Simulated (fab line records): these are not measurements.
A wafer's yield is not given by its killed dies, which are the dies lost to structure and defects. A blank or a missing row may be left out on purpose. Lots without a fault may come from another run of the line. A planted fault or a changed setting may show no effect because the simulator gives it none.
fab line records ; flow sfqLine
record: lots: 6; wafers: 18; lastDay: 86
route steps=325 shown L0@4 L0V@16 M0@28
lots that met no fault: from a run of the same line without faults
startH: start of the lot's first displayed wafer, in hours after the record's first day ; waitH: hours since the lot's step before ; " as in the row above ; L1.1+2: several wafers, shown together as one row ; - no value present, or no start provided ; * or withheld: withheld ; < > ~ a bound
route shown NAME@n: a module of which the file shows steps, and the number in the route of the first ; usual: mean/standard deviation of fault-free wafers ; same: alike in all rows ; chamber/n: place in a boat ; sites: readings site by site ; _std_site: the values' standard deviation ; _edge_site: inner sites' mean taken away from outer sites' mean ; radiusMm: for every site, how far away it sits from the centre of the wafer ; mask NAME#n: copy n ; behind: the tool/chamber that last shaped the wafer ; hold: the reason the lot was held/the length of the hold in hours/how it ended ; device: the transistor (n, p or np) that didn't switch ; end of line: tests of these same wafers at the route's end ; where a step has no rows: the recipe by itself ; killed: dies that structure and defects cost at the first sort, which is not the same as the wafer's yield ; map: a wafer's dies, marking killed ones x, the rest . and places with no die _
set.NAME: the setting that was run; set.NAME@STEP: the one run at that earlier step ; model.NAME: the simulator's own value behind a step, which no gauge read
lots at selected steps of the route; one table per step, one row per wafer
services: when a tool's chamber went out of use (startH, in hours from the record's first day, below 0 if earlier), for how many hours, and the reason
== steps ==
step: SFQ_L0_RS_MEAS_901
recipe: thkMeasGauge: four-point-probe; reads: MoNx_KI_of_TRILAYER_L0_DEP_SPUTTER_003
usual: L0_MONX_KI_RS: 43.3/0.46
lot.wafer;tool;chamber;startH;waitH;L0_MONX_KI_RS[ohm/sq]
L130.4;filmMetro-02;-;32.62;0.1;43.9
L130.5;filmMetro-02;-;32.62;0.1;44.0
L130.6;filmMetro-02;-;32.62;0.1;43.7
L132.2;filmMetro-04;-;42.58;0.1;42.8
L132.4;filmMetro-04;-;42.58;0.1;43.6
L132.6;filmMetro-04;-;42.58;0.1;43.7
L135.1;filmMetro-02;-;57.56;0.0;43.1
L135.2;filmMetro-02;-;57.56;0.0;42.6
L135.5;filmMetro-02;-;57.56;0.0;43.1
L141.3;filmMetro-03;-;87.60;0.1;43.4
L141.5;filmMetro-03;-;87.60;0.1;44.0
L141.6;filmMetro-03;-;87.60;0.1;43.3
L144.1;filmMetro-03;-;102.56;0.0;43.5
L144.4;filmMetro-03;-;102.56;0.0;43.7
L144.5;filmMetro-03;-;102.56;0.0;43.7
L145.1;filmMetro-04;-;107.56;0.0;43.6
L145.2;filmMetro-04;-;107.56;0.0;42.8
L145.4;filmMetro-04;-;107.56;0.0;43.6
step: SFQ_L0_THK_MEAS_902
recipe: thkMeasGauge: xrf; reads: MoNx_KI_of_TRILAYER_L0_DEP_SPUTTER_003
usual: L0_MONX_KI_THK: 40.4/0.48
lot.wafer;tool;chamber;startH;waitH;L0_MONX_KI_THK[nm]
L130.4;filmMetro-02;-;32.71;0.1;39.6
L130.5;filmMetro-02;-;32.71;0.1;39.4
L130.6;filmMetro-02;-;32.71;0.1;39.5
L132.2;filmMetro-04;-;42.69;0.1;41.0
L132.4;filmMetro-04;-;42.69;0.1;40.2
L132.6;filmMetro-04;-;42.69;0.1;40.1
L135.1;filmMetro-02;-;57.68;0.1;40.7
L135.2;filmMetro-02;-;57.68;0.1;40.9
L135.5;filmMetro-02;-;57.68;0.1;40.6
L141.3;filmMetro-03;-;87.70;0.1;40.0
L141.5;filmMetro-03;-;87.70;0.1;39.7
L141.6;filmMetro-03;-;87.70;0.1;40.4
L144.1;filmMetro-03;-;102.68;0.1;40.1
L144.4;filmMetro-03;-;102.68;0.1;40.1
L144.5;filmMetro-03;-;102.68;0.1;40.2
L145.1;filmMetro-04;-;107.68;0.1;40.4
L145.2;filmMetro-04;-;107.68;0.1;40.7
L145.4;filmMetro-04;-;107.68;0.1;40.3
step: SFQ_TRILAYER_L0_LITHO_COAT_010
recipe: resist: BARC; spinRpm: 3000; resistThkNm: 62
step: SFQ_TRILAYER_L0_LITHO_COAT_005
recipe: resist: KrF; spinRpm: 3000; resistThkNm: 600
step: SFQ_TRILAYER_L0_LITHO_SOFTBAKE_009
recipe: tempC: withheld; timeS: withheld; resist: KrF
step: SFQ_TRILAYER_L0_LITHO_EXPOSE_006
recipe: maskId: L0; na: 0.6; sourceShape: conventional; sigmaOuter: 0.65; targetCdNm: 2000; doseMj: 14.4
step: SFQ_TRILAYER_L0_LITHO_PEB_008
recipe: pebTempC: 115; pebTimeS: 60; resist: KrF
step: SFQ_TRILAYER_L0_LITHO_DEVELOP_007
recipe: timeS: 60; resist: KrF
step: SFQ_TRILAYER_L0_BARC_OPEN_METAL_ETCH_010
recipe: maskMaterial: PR; chemistry: O2; targetDepthNm: 125; target: BARC; icpW: 600; biasW: 80; pressureMtorr: 10; timeS: 41.7
usual: drypumpMotorCurrentA: 5.90/0.29; oesProductAu: 0.684/0.0045
lot.wafer;tool;chamber;startH;waitH;drypumpMotorCurrentA;oesProductAu;rfHoursCounterH
L130.4;rieMetal-01;1;107.43;0.1;5.60;0.677;-
L130.5;rieMetal-01;1;107.43;0.1;5.63;0.686;-
L130.6;rieMetal-01;0;107.43;0.1;5.57;0.687;-
L132.2;rieMetal-04;0;118.21;0.1;5.79;0.679;36
L132.4;rieMetal-04;0;118.21;0.1;5.78;0.684;-
L132.6;rieMetal-04;0;118.21;0.1;5.81;0.679;-
L135.1;rieMetal-03;1;133.65;0.1;6.04;0.684;17
L135.2;rieMetal-03;0;133.65;0.1;6.44;0.682;93
L135.5;rieMetal-03;1;133.65;0.1;6.03;0.683;-
L141.3;rieMetal-01;0;164.67;0.1;5.60;0.685;-
L141.5;rieMetal-01;0;164.67;0.1;5.61;0.679;-
L141.6;rieMetal-01;1;164.67;0.1;5.60;0.690;-
L144.1;rieMetal-03;0;186.17;0.1;6.47;0.680;100
L144.4;rieMetal-03;1;186.17;0.1;6.01;0.687;-
L144.5;rieMetal-03;1;186.17;0.1;6.02;0.684;-
L145.1;rieMetal-04;1;193.37;0.1;5.92;0.685;35
L145.2;rieMetal-04;0;193.37;0.1;5.79;0.687;49
L145.4;rieMetal-04;0;193.37;0.1;5.79;0.693;-
step: SFQ_TRILAYER_L0_ETCH_METAL_ETCH_008
recipe: target: MoNx_KI; stopOn: SiO2; maskMaterial: PR; chemistry: SF6/O2; targetDepthNm: 50; icpW: 600; biasW: 80; pressureMtorr: 10; timeS: 25
usual: drypumpMotorCurrentA: 5.90/0.29; oesProductAu: 0.875/0.0073
lot.wafer;tool;chamber;startH;waitH;drypumpMotorCurrentA;oesProductAu;rfHoursCounterH
L130.4;rieMetal-01;1;107.49;0.0;5.62;0.867;-
L130.5;rieMetal-01;1;107.49;0.0;5.60;0.870;-
L130.6;rieMetal-01;0;107.49;0.0;5.60;0.862;-
L132.2;rieMetal-04;0;118.27;0.0;5.78;0.882;36
L132.4;rieMetal-04;0;118.27;0.0;5.79;0.873;-
L132.6;rieMetal-04;0;118.27;0.0;5.78;0.872;-
L135.1;rieMetal-03;1;133.71;0.0;6.02;0.871;17
L135.2;rieMetal-03;0;133.71;0.0;6.43;0.885;93
L135.5;rieMetal-03;1;133.71;0.0;6.00;0.880;-
L141.3;rieMetal-01;0;164.72;0.0;5.60;0.873;-
L141.5;rieMetal-01;0;164.72;0.0;5.58;0.860;-
L141.6;rieMetal-01;1;164.72;0.0;5.60;0.866;-
L144.1;rieMetal-03;0;186.23;0.0;6.43;0.877;100
L144.4;rieMetal-03;1;186.23;0.0;6.03;0.876;-
L144.5;rieMetal-03;1;186.23;0.0;6.03;0.877;-
L145.1;rieMetal-04;1;193.43;0.0;5.93;0.870;36
L145.2;rieMetal-04;0;193.43;0.0;5.77;0.879;49
L145.4;rieMetal-04;0;193.43;0.0;5.78;0.875;-
step: SFQ_TRILAYER_L0_STRIP_STRIP_009
recipe: gas: O2; powerW: 200; platenTempC: 40; overashFraction: 0.65; chemistry: O2; pressureMtorr: 50
usual: drypumpMotorCurrentA: 5.90/0.29; oesProductAu: 1.000/0.0075
same: overashFraction: 0.65
lot.wafer;tool;chamber;startH;waitH;drypumpMotorCurrentA;oesProductAu;rfHoursCounterH
L130.4;rieMetal-01;1;107.72;0.2;5.62;1.000;-
L130.5;rieMetal-01;1;107.72;0.2;5.60;1.004;-
L130.6;rieMetal-01;0;107.72;0.2;5.58;1.004;-
L132.2;rieMetal-04;0;118.32;0.0;5.79;0.988;36
L132.4;rieMetal-04;0;118.32;0.0;5.79;0.984;-
L132.6;rieMetal-04;0;118.32;0.0;5.80;0.985;-
L135.1;rieMetal-03;1;133.76;0.0;6.00;1.006;17
L135.2;rieMetal-03;0;133.76;0.0;6.44;0.992;93
L135.5;rieMetal-03;1;133.76;0.0;6.02;1.004;-
L141.3;rieMetal-01;0;164.95;0.2;5.59;1.000;-
L141.5;rieMetal-01;0;164.95;0.2;5.57;1.012;-
L141.6;rieMetal-01;1;164.95;0.2;5.61;1.004;-
L144.1;rieMetal-03;0;186.27;0.0;6.42;1.005;100
L144.4;rieMetal-03;1;186.27;0.0;6.02;1.013;-
L144.5;rieMetal-03;1;186.27;0.0;6.02;1.005;-
L145.1;rieMetal-04;1;193.47;0.0;5.92;0.995;36
L145.2;rieMetal-04;0;193.47;0.0;5.80;0.998;49
L145.4;rieMetal-04;0;193.47;0.0;5.79;0.992;-
step: SFQ_TRILAYER_L0_STRIP_SOLV_CLEAN_010
recipe: chemistry: NMP; tempC: 70; timeS: 600
step: SFQ_TRILAYER_L0_CAP_PECVD_011
recipe: material: SiO2; tempC: 150; timeS: 13.333; pressureTorr: 2.4; rfW: 183.3; precursor: SiH4/N2O; targetThkNm: 60
usual: heaterPowerW: 77/12; throttleValvePct: 26.4/2.7
lot.wafer;tool;chamber;startH;waitH;heaterPowerW;sinceWetCleanH;throttleValvePct;model.SiO2_of_TRILAYER_L0_CAP_PECVD_011.thkNm
L130.4;pecvd-03;2;108.30;0.0;69;-;31.6;60.54
L130.5;pecvd-03;0;108.30;0.0;77;-;29.1;59.2
L130.6;pecvd-03;1;108.30;0.0;68;-;25.9;59.86
L132.2;pecvd-03;1;119.09;0.0;63;1033;25.8;40.49
L132.4;pecvd-03;1;119.09;0.0;65;-;25.8;40.86
L132.6;pecvd-03;2;119.09;0.0;70;-;31.5;61.06
L135.1;pecvd-03;1;134.53;0.0;74;1049;25.9;60.42
L135.2;pecvd-03;0;134.53;0.0;77;1049;29.2;40.64
L135.5;pecvd-03;1;134.53;0.0;74;-;26.0;60.96
L141.3;pecvd-02;2;165.53;0.0;82;1449;24.2;59.69
L141.5;pecvd-02;0;165.53;0.0;77;-;25.8;59.98
L141.6;pecvd-02;1;165.53;0.0;45;-;26.5;60.67
L144.1;pecvd-01;2;187.05;0.0;65;732;24.4;58.77
L144.4;pecvd-01;2;187.05;0.0;68;-;24.2;59.83
L144.5;pecvd-01;1;187.05;0.0;94;-;24.3;59.51
L145.1;pecvd-01;0;194.25;0.0;92;739;25.3;59.58
L145.2;pecvd-01;1;194.25;0.0;90;739;24.7;58.9
L145.4;pecvd-01;0;194.25;0.0;92;-;25.3;59.79
step: SFQ_TRILAYER_L0_VIA_LITHO_COAT_018
recipe: resist: BARC; spinRpm: 3000; resistThkNm: 62
step: SFQ_TRILAYER_L0_VIA_LITHO_COAT_013
recipe: resist: KrF; spinRpm: 3000; resistThkNm: 650
step: SFQ_TRILAYER_L0_VIA_LITHO_SOFTBAKE_017
recipe: tempC: withheld; timeS: withheld; resist: KrF
step: SFQ_TRILAYER_L0_VIA_LITHO_EXPOSE_014
recipe: maskId: L0V; na: 0.6; sourceShape: conventional; sigmaOuter: 0.65; targetCdNm: 700; doseMj: 21.3
step: SFQ_TRILAYER_L0_VIA_LITHO_PEB_016
recipe: pebTempC: 115; pebTimeS: 60; resist: KrF
step: SFQ_TRILAYER_L0_VIA_LITHO_DEVELOP_015
recipe: timeS: 60; resist: KrF
step: SFQ_L0V_OVL_MEAS_903
usual: L0V_OVL: -2/4.3
lot.wafer;tool;chamber;startH;waitH;L0V_OVL[nm]
L130.4;overlay-01;-;194.59;0.1;-4
L130.5;overlay-01;-;194.59;0.1;-1
L130.6;overlay-01;-;194.59;0.1;-3
L132.2;overlay-01;-;211.37;0.1;6
L132.4;overlay-01;-;211.37;0.1;5
L132.6;overlay-01;-;211.37;0.1;1
L135.1;overlay-02;-;236.48;0.1;-6
L135.2;overlay-02;-;236.48;0.1;-1
L135.5;overlay-02;-;236.48;0.1;-8
L141.3;overlay-01;-;272.62;0.1;-6
L141.5;overlay-01;-;272.62;0.1;-4
L141.6;overlay-01;-;272.62;0.1;-7
L144.1;overlay-01;-;298.58;0.1;-4
L144.4;overlay-01;-;298.58;0.1;-2
L144.5;overlay-01;-;298.58;0.1;1
L145.1;overlay-01;-;306.98;0.1;-2
L145.2;overlay-01;-;306.98;0.1;-3
L145.4;overlay-01;-;306.98;0.1;-10
step: SFQ_TRILAYER_L0_VIA_BARC_OPEN_VIA_ETCH_021
recipe: maskMaterial: PR; chemistry: O2; targetDepthNm: 125; target: BARC; sourceW: 500; biasW: 80; pressureMtorr: 30; timeS: 41.7
usual: drypumpMotorCurrentA: 5.9/0.71; oesProductAu: 0.685/0.0045
lot.wafer;tool;chamber;startH;waitH;drypumpMotorCurrentA;oesProductAu;rfHoursCounterH
L130.4;rieDiel-04;3;194.60;0.0;6.6;0.685;124
L130.5;rieDiel-04;2;194.60;0.0;5.5;0.685;-
L130.6;rieDiel-04;3;194.60;0.0;6.6;0.690;-
L132.2;rieDiel-04;0;211.40;0.0;5.3;0.687;88
L132.4;rieDiel-04;3;211.40;0.0;6.6;0.684;124
L132.6;rieDiel-04;1;211.40;0.0;5.3;0.685;-
L135.1;rieDiel-03;0;236.52;0.0;6.3;0.682;133
L135.2;rieDiel-03;2;236.52;0.0;5.2;0.686;54
L135.5;rieDiel-03;0;236.52;0.0;6.3;0.685;-
L141.3;rieDiel-01;1;272.64;0.0;4.8;0.685;6
L141.5;rieDiel-01;3;272.64;0.0;6.7;0.689;-
L141.6;rieDiel-01;0;272.64;0.0;5.3;0.684;-
L144.1;rieDiel-04;0;298.62;0.0;5.3;0.688;90
L144.4;rieDiel-04;0;298.62;0.0;5.3;0.689;-
L144.5;rieDiel-04;3;298.62;0.0;6.6;0.682;-
L145.1;rieDiel-04;1;307.02;0.0;5.3;0.678;85
L145.2;rieDiel-04;3;307.02;0.0;6.6;0.695;125
L145.4;rieDiel-04;0;307.02;0.0;5.4;0.684;90
step: SFQ_TRILAYER_L0_VIA_ETCH_VIA_ETCH_016
recipe: target: SiO2; stopOn: MoNx_KI; maskMaterial: PR; chemistry: CHF3; targetDepthNm: 80; sourceW: 500; biasW: 80; pressureMtorr: 30; timeS: withheld
usual: drypumpMotorCurrentA: 5.9/0.71; oesProductAu: 0.840/0.007
lot.wafer;tool;chamber;startH;waitH;drypumpMotorCurrentA;oesProductAu;model.L0V.featureDepthNm;model.etch.depthNm
L130.4;rieDiel-04;3;194.64;0.0;6.6;0.855;60.54;60.54
L130.5;rieDiel-04;2;194.64;0.0;5.5;0.827;59.2;59.2
L130.6;rieDiel-04;3;194.64;0.0;6.6;0.837;59.86;59.86
L132.2;rieDiel-04;0;211.44;0.0;5.4;0.694;40.49;40.49
L132.4;rieDiel-04;3;211.44;0.0;6.6;0.693;40.86;40.86
L132.6;rieDiel-04;1;211.44;0.0;5.3;0.846;61.06;61.06
L135.1;rieDiel-03;0;236.56;0.0;6.3;0.846;60.42;60.42
L135.2;rieDiel-03;2;236.56;0.0;5.3;0.692;40.64;40.64
L135.5;rieDiel-03;0;236.56;0.0;6.3;0.850;60.96;60.96
L141.3;rieDiel-01;1;272.68;0.0;4.8;0.833;59.69;59.69
L141.5;rieDiel-01;3;272.68;0.0;6.7;0.849;59.98;59.98
L141.6;rieDiel-01;0;272.68;0.0;5.3;0.846;60.67;60.67
L144.1;rieDiel-04;0;298.66;0.0;5.3;0.826;58.77;58.77
L144.4;rieDiel-04;0;298.66;0.0;5.4;0.842;59.83;59.83
L144.5;rieDiel-04;3;298.66;0.0;6.6;0.844;59.51;59.51
L145.1;rieDiel-04;1;307.23;0.2;5.3;0.839;59.58;59.58
L145.2;rieDiel-04;3;307.23;0.2;6.6;0.835;58.9;58.9
L145.4;rieDiel-04;0;307.23;0.2;5.4;0.845;59.79;59.79
step: SFQ_TRILAYER_L0_VIA_STRIP_STRIP_017
recipe: gas: O2; powerW: 200; platenTempC: 40; overashFraction: 0.65; chemistry: O2; pressureMtorr: 50
usual: drypumpMotorCurrentA: 5.85/0.3; oesProductAu: 1.005/0.011
same: overashFraction: 0.65
lot.wafer;tool;chamber;startH;waitH;drypumpMotorCurrentA;oesProductAu;rfHoursCounterH
L130.4;rieMetal-04;0;194.89;-;5.80;0.997;-
L130.5;rieMetal-04;1;194.89;-;5.92;0.999;-
L130.6;rieMetal-04;0;194.89;-;5.79;1.003;-
L132.2;rieMetal-04;1;211.49;-;5.94;1.008;39
L132.4;rieMetal-04;0;211.49;-;5.79;0.998;-
L132.6;rieMetal-04;1;211.49;-;5.94;1.007;-
L135.1;rieMetal-04;0;236.60;-;5.78;0.993;56
L135.2;rieMetal-04;1;236.60;-;5.92;0.991;43
L135.5;rieMetal-04;0;236.60;-;5.78;0.998;-
L141.3;rieMetal-02;1;272.93;-;5.37;1.016;-
L141.5;rieMetal-02;1;272.93;-;5.39;1.012;-
L141.6;rieMetal-02;0;272.93;-;5.70;1.023;-
L144.1;rieMetal-02;0;298.70;-;5.71;1.016;83
L144.4;rieMetal-02;0;298.70;-;5.69;1.019;-
L144.5;rieMetal-02;0;298.70;-;5.73;1.013;-
L145.1;rieMetal-03;1;307.27;-;6.02;0.993;42
L145.2;rieMetal-03;0;307.27;-;6.46;1.003;118
L145.4;rieMetal-03;0;307.27;-;6.47;0.994;-
step: SFQ_TRILAYER_L0_VIA_STRIP_SOLV_CLEAN_018
recipe: chemistry: NMP; tempC: 70; timeS: 600
step: SFQ_TRILAYER_M0_DEP_PRE_CLEAN_020
recipe: gas: Ar; timeS: 15; biasV: 250
lot.wafer;tool;chamber;startH;waitH;model.SiO2_of_TRILAYER_L0_CAP_PECVD_011.thkNm
L130.4;pvdSputter-05;-;195.46;0.0;55.54
L130.5;pvdSputter-05;-;195.46;0.0;54.2
L130.6;pvdSputter-05;-;195.46;0.0;54.86
L132.2;pvdSputter-05;-;212.26;0.0;35.49
L132.4;pvdSputter-05;-;212.26;0.0;35.86
L132.6;pvdSputter-05;-;212.26;0.0;56.06
L135.1;pvdSputter-06;-;237.38;0.0;55.42
L135.2;pvdSputter-06;-;237.38;0.0;35.64
L135.5;pvdSputter-06;-;237.38;0.0;55.96
L141.3;pvdSputter-05;-;273.50;0.0;54.69
L141.5;pvdSputter-05;-;273.50;0.0;54.98
L141.6;pvdSputter-05;-;273.50;0.0;55.67
L144.1;pvdSputter-04;-;299.48;0.0;53.77
L144.4;pvdSputter-04;-;299.48;0.0;54.83
L144.5;pvdSputter-04;-;299.48;0.0;54.51
L145.1;pvdSputter-05;-;308.06;0.0;54.58
L145.2;pvdSputter-05;-;308.06;0.0;53.9
L145.4;pvdSputter-05;-;308.06;0.0;54.79
step: SFQ_TRILAYER_M0_DEP_SPUTTER_019
recipe: material: Nb; basePressurePa: 1.33e-06; chamberPressurePa: 0.1333; substrateTempC: 20; resputterCathodeVoltageV: 400; targetThkNm: 200; powerW: 2000; timeS: 133.3
== services ==
tool;chamber;startH;hours;kind
pecvd-02;0;100.14;23.4;repair
pvdSputter-05;-;104.57;5.1;repair
rieDiel-01;1;119.96;6.1;repair
pecvd-03;-;131.25;0.2;repair
pecvd-02;2;155.67;5.4;repair
pvdSputter-06;-;162.84;2.8;repair
pecvd-03;-;166.69;2.8;pm
rieDiel-01;-;171.86;0.2;repair
pecvd-03;2;176.88;2.5;repair
rieDiel-01;1;183.59;4.4;repair
rieDiel-03;0;188.74;10.0;repair
rieDiel-03;-;190.31;0.8;repair
rieDiel-01;2;198.07;2.2;repair
rieDiel-04;2;198.97;4.1;repair
pecvd-01;-;243.56;8.5;repair
rieMetal-03;-;243.90;2.8;pm
rieMetal-04;-;245.40;15.6;pm
rieMetal-01;-;247.88;2.8;pm
rieDiel-04;1;251.40;3.4;repair
rieDiel-03;3;251.75;8.8;repair
rieDiel-03;2;259.11;8.9;repair
rieDiel-01;-;274.37;2.5;repair
rieDiel-04;2;296.02;5.6;repair
rieDiel-03;0;306.40;2.3;repair
== key ==
firstSign: step: SFQ_TRILAYER_L0_VIA_ETCH_VIA_ETCH_016; reading: oesProductAu; direction: down; sigmas: 21; usual: 0.840; struck: 0.693
effect none on later readings
modelEffect: step: SFQ_TRILAYER_L0_CAP_PECVD_011; value: SiO2_of_TRILAYER_L0_CAP_PECVD_011.thkNm; without: 59.68; struck: 40.66
modelEffect: step: SFQ_TRILAYER_L0_VIA_ETCH_VIA_ETCH_016; value: L0V.featureDepthNm; without: 59.68; struck: 40.66
modelEffect: step: SFQ_TRILAYER_M0_DEP_PRE_CLEAN_020; value: SiO2_of_TRILAYER_L0_CAP_PECVD_011.thkNm; without: 54.68; struck: 35.66
metAt SFQ_TRILAYER_L0_CAP_PECVD_011
struckWafers L132.2,L132.4,L135.2
onsetBetween 108.30 119.09
fault: kind: processParameterDrift; tool: pecvd-03; chamber: -; onsetH: 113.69; steps: SFQ_TRILAYER_L0_CAP_PECVD_011; channel: targetThkNm; offset: -19.069; shape: step; endH: 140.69; scope: struckWafersOnly; actsIn: theseRecipesOnly; stated: 60
